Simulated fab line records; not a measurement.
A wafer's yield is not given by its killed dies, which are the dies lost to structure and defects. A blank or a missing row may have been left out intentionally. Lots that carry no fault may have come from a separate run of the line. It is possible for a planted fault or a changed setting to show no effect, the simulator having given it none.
What tool caused it? | flow sky130 | 36 wafers from 12 lots sampled at 5 of the route's 708 steps

== WHAT THE GAUGES SHOWED, per wafer ==
Not one reading of a measure or inspect step in the record can be checked against a usual standard deviation.

== EACH LOT AND THE TOOL THAT RAN IT (in order: tool; ch and the chambers of the sampled wafers; start) ==
lot  | SKY_LOCAL_INTERCONNECT_METAL_ETCH_14 | SKY_LOCAL_INTERCONNECT_STRIP_15      | SKY_CONTACT_CVD_00              | SKY_CONTACT_CMP_04            | SKY_PAD_OPEN_PROBE_99
L576 | rie_metal-04 ch 0, day 30 15:44      | plasma_asher-03 ch 0,1, day 30 15:47 | pecvd-03 ch 0,2, day 30 16:23   | cmp-01 ch 0,1,2, day 30 16:37 | prober-01, day 46 03:37
L579 | rie_metal-04 ch 0,1, day 31 10:04    | plasma_asher-02 ch 0,1, day 31 10:08 | pecvd-03 ch 0,1,2, day 31 10:43 | cmp-02 ch 0,2,3, day 31 10:56 | prober-02, day 46 11:58
L580 | rie_metal-01 ch 0,1, day 31 22:29    | plasma_asher-01 ch 0,1, day 31 22:32 | pecvd-03 ch 0,1,2, day 31 23:07 | cmp-02 ch 1,2,3, day 31 23:26 | prober-01, day 47 00:17
L583 | rie_metal-04 ch 0, day 33 04:57      | plasma_asher-03 ch 0,1, day 33 05:02 | pecvd-03 ch 1,2, day 33 05:39   | cmp-02 ch 0,1,2, day 33 05:55 | prober-02, day 47 22:12
L584 | rie_metal-04 ch 0, day 33 15:39      | plasma_asher-02 ch 0,1, day 33 15:46 | pecvd-03 ch 0,2, day 33 16:21   | cmp-01 ch 2,3, day 33 16:34   | prober-01, day 48 06:12
L586 | rie_metal-02 ch 0,1, day 34 03:04    | plasma_asher-01 ch 0,1, day 34 03:08 | pecvd-02 ch 0,1,2, day 34 03:43 | cmp-01 ch 0,1,3, day 34 03:56 | prober-02, day 48 13:52
L587 | rie_metal-02 ch 0,1, day 34 09:19    | plasma_asher-02 ch 0,1, day 34 09:22 | -                               | -                             | prober-02, day 48 18:45
L588 | rie_metal-01 ch 1, day 34 18:43      | plasma_asher-03 ch 0,1, day 34 18:47 | -                               | -                             | prober-01, day 49 00:28
L590 | rie_metal-02 ch 0,1, day 35 03:20    | plasma_asher-03 ch 0,1, day 35 03:23 | pecvd-01 ch 0,1, day 35 03:59   | cmp-01 ch 0,1,3, day 35 04:22 | prober-02, day 49 05:37
L596 | rie_metal-04 ch 0,1, day 36 22:17    | plasma_asher-02 ch 0,1, day 36 22:20 | pecvd-02 ch 0,1,2, day 36 22:58 | cmp-02 ch 0,1,2, day 36 23:53 | prober-01, day 50 10:23
L597 | rie_metal-02 ch 0,1, day 37 02:50    | plasma_asher-03 ch 0,1, day 37 02:53 | pecvd-03 ch 0,2, day 37 03:31   | cmp-01 ch 0,2,3, day 37 03:48 | prober-02, day 50 13:17
L598 | rie_metal-01 ch 0,1, day 37 06:52    | plasma_asher-02 ch 0,1, day 37 06:55 | pecvd-02 ch 0,1,2, day 37 07:33 | cmp-01 ch 1,2,3, day 37 07:52 | prober-02, day 50 15:43
- SKY_LOCAL_INTERCONNECT_METAL_ETCH_14: etches TiN in Cl2/BCl3, stops on PSG, target depth 110 nm, time 31.4 s.
- SKY_LOCAL_INTERCONNECT_STRIP_15: strips in O2/N2.
- SKY_CONTACT_CVD_00: deposits Si3N4, target thk 75 nm.
- SKY_CONTACT_CMP_04: polishes SiO2.
- SKY_PAD_OPEN_PROBE_99

== AS READ BY THE TOOLS THEMSELVES (means over the sampled wafers that have a number; for cases with no such wafer, the mark the record gives instead) ==
SKY_LOCAL_INTERCONNECT_METAL_ETCH_14. Usual: drypump_motor_current_A 5.8 A, standard deviation 0.36; oes_product_au 0.942 a.u., standard deviation 0.0075; throttle_valve_pct 21.901 %, standard deviation 0.0093.
lot  | tool         | drypump_motor_current_A (A) | oes_product_au (a.u.) | throttle_valve_pct (%) | flag
L576 | rie_metal-04 | 5.7                         | 0.940                 | 21.898                 |
L579 | rie_metal-04 | 5.9                         | 0.936                 | 21.903                 |
L580 | rie_metal-01 | 5.7                         | 0.935                 | 21.907                 |
L583 | rie_metal-04 | 5.7                         | 0.948                 | 21.899                 |
L584 | rie_metal-04 | 5.7                         | 0.940                 | 21.896                 |
L586 | rie_metal-02 | 5.4                         | 0.935                 | 21.908                 |
L587 | rie_metal-02 | 5.5                         | 0.938                 | 21.903                 |
L588 | rie_metal-01 | 6.0                         | 0.944                 | 21.907                 |
L590 | rie_metal-02 | 5.5                         | 0.944                 | 21.902                 |
L596 | rie_metal-04 | 5.9                         | 0.948                 | 21.897                 |
L597 | rie_metal-02 | 5.4                         | 0.932                 | 21.907                 |
L598 | rie_metal-01 | 5.8                         | 0.930                 | 21.904                 |

SKY_LOCAL_INTERCONNECT_STRIP_15. Usual: chamber_pressure_mTorr 1500.2 mTorr, standard deviation 1.4; drypump_motor_current_A 5.7 A, standard deviation 0.35; oes_product_au 0.424 a.u., standard deviation 0.0045; strip_time_to_endpoint_s 4.652 s, standard deviation 0.021.
lot  | tool            | chamber_pressure_mTorr (mTorr) | drypump_motor_current_A (A) | oes_product_au (a.u.) | strip_time_to_endpoint_s (s) | flag
L576 | plasma_asher-03 | 1499.5                         | 6.0                         | 0.425                 | 4.654                        |
L579 | plasma_asher-02 | 1500.1                         | 5.5                         | 0.425                 | 4.680                        |
L580 | plasma_asher-01 | 1500.9                         | 5.8                         | 0.424                 | 4.625                        |
L583 | plasma_asher-03 | 1499.3                         | 5.7                         | 0.423                 | 4.666                        |
L584 | plasma_asher-02 | 1502.0                         | 5.6                         | 0.423                 | 4.666                        |
L586 | plasma_asher-01 | 1500.6                         | 5.9                         | 0.428                 | 4.641                        |
L587 | plasma_asher-02 | -                              | -                           | -                     | -                            | OFF
L588 | plasma_asher-03 | -                              | -                           | -                     | -                            | OFF
L590 | plasma_asher-03 | 1499.9                         | 5.7                         | 0.425                 | 4.650                        |
L596 | plasma_asher-02 | 1499.3                         | 5.6                         | 0.423                 | 4.655                        |
L597 | plasma_asher-03 | 1500.4                         | 5.7                         | 0.425                 | 4.613                        |
L598 | plasma_asher-02 | 1500.7                         | 5.6                         | 0.422                 | 4.627                        |

SKY_CONTACT_CVD_00. Usual: 765 W for heater_power_w, sd 140.
lot  | tool     | heater_power_w (W) | flag
L576 | pecvd-03 | 732                |
L579 | pecvd-03 | 709                |
L580 | pecvd-03 | 723                |
L583 | pecvd-03 | 775                |
L584 | pecvd-03 | 691                |
L586 | pecvd-02 | 719                |
L590 | pecvd-01 | 968                |
L596 | pecvd-02 | 745                |
L597 | pecvd-03 | 737                |
L598 | pecvd-02 | 709                |

SKY_CONTACT_CMP_04. Usual: edge_zone_pressure_frac 1.000, standard deviation 0.0048; motor_current_A 12.5 A, standard deviation 0.92; retaining_ring_pressure_frac 1.000, standard deviation 0.0049; time_to_endpoint_s 84 s, standard deviation 3.3.
lot  | tool   | edge_zone_pressure_frac | motor_current_A (A) | retaining_ring_pressure_frac | time_to_endpoint_s (s) | flag
L576 | cmp-01 | 0.998                   | 12.9                | 0.999                        | 83                     |
L579 | cmp-02 | 1.003                   | 12.4                | 0.998                        | 89                     |
L580 | cmp-02 | 1.005                   | 12.6                | 1.005                        | 85                     |
L583 | cmp-02 | 1.004                   | 12.0                | 1.000                        | 84                     |
L584 | cmp-01 | 1.003                   | 12.7                | 1.000                        | 84                     |
L586 | cmp-01 | 0.997                   | 12.9                | 1.003                        | 83                     |
L590 | cmp-01 | 0.999                   | 13.1                | 0.999                        | 85                     |
L596 | cmp-02 | 0.997                   | 11.8                | 1.006                        | 86                     |
L597 | cmp-01 | 1.001                   | 12.9                | 0.995                        | 84                     |
L598 | cmp-01 | 0.997                   | 12.2                | 0.997                        | 84                     |

SKY_PAD_OPEN_PROBE_99. Usual: killed_at_M0_to_M3 43, standard deviation 6.5; killed_at_M4_up 3.2, standard deviation 1.8; killed_at_contacts 24, standard deviation 5; killed_at_front_end 15, standard deviation 4.1; killed_at_other 0.3, standard deviation 0.54; killed_dies 85, standard deviation 9.3; killed_on_rim 16, standard deviation 4.1; killed_open 47, standard deviation 7.2; killed_short 39, standard deviation 5.9.
lot  | tool      | killed_at_M0_to_M3 | killed_at_M4_up | killed_at_contacts | killed_at_front_end | killed_at_other | killed_dies | killed_on_rim | killed_open | killed_short | flag
L576 | prober-01 | 44                 | 3.0             | 27                 | 13                  | 0.0             | 88          | 14            | 50          | 37           |
L579 | prober-02 | 42                 | 3.7             | 28                 | 15                  | 0.0             | 89          | 16            | 48          | 40           |
L580 | prober-01 | 44                 | 5.7             | 25                 | 17                  | 0.7             | 93          | 21            | 48          | 43           |
L583 | prober-02 | 38                 | 6.3             | 29                 | 15                  | 1.3             | 90          | 16            | 47          | 41           |
L584 | prober-01 | 46                 | 3.7             | 25                 | 16                  | 0.0             | 91          | 18            | 51          | 39           |
L586 | prober-02 | 40                 | 3.3             | 26                 | 13                  | 0.3             | 83          | 15            | 46          | 38           |
L587 | prober-02 | 45                 | 2.7             | 429                | 16                  | 0.0             | 492         | 96            | 47          | 38           | OFF
L588 | prober-01 | 43                 | 3.3             | 427                | 18                  | 0.7             | 492         | 96            | 51          | 38           | OFF
L590 | prober-02 | 45                 | 2.7             | 24                 | 16                  | 0.3             | 88          | 17            | 47          | 41           |
L596 | prober-01 | 40                 | 4.0             | 25                 | 21                  | 0.3             | 90          | 18            | 52          | 38           |
L597 | prober-02 | 45                 | 2.3             | 20                 | 17                  | 0.7             | 85          | 17            | 43          | 42           |
L598 | prober-02 | 44                 | 2.7             | 24                 | 13                  | 0.3             | 84          | 15            | 44          | 40           |

== THE ANSWER, worked out from the rows above alone ==
Rule: a lot is off if the mean of its wafers that have a number lies more than 3 standard deviations from the usual mean. Also off: a lot with no number at a reading for which 4 or more lots have one. All remaining lots with rows at the step are treated as sound. Order of review: gauges by route order, followed by the tools' own readings, for which a lot's mean as printed above is used. The first step at which some lot is off is used, and at that step the reading that is off furthest; a lot without a number counts as furthest.
Off, at SKY_LOCAL_INTERCONNECT_STRIP_15 on chamber_pressure_mTorr: L587, L588. Without a number there: L587, L588.
A tool fits if, at that step or a process step before it, it ran every lot that is off, and no sound lot after the first of them. None of those tried fits.

== WHAT WAS PUT IN BY THE SIMULATOR ==
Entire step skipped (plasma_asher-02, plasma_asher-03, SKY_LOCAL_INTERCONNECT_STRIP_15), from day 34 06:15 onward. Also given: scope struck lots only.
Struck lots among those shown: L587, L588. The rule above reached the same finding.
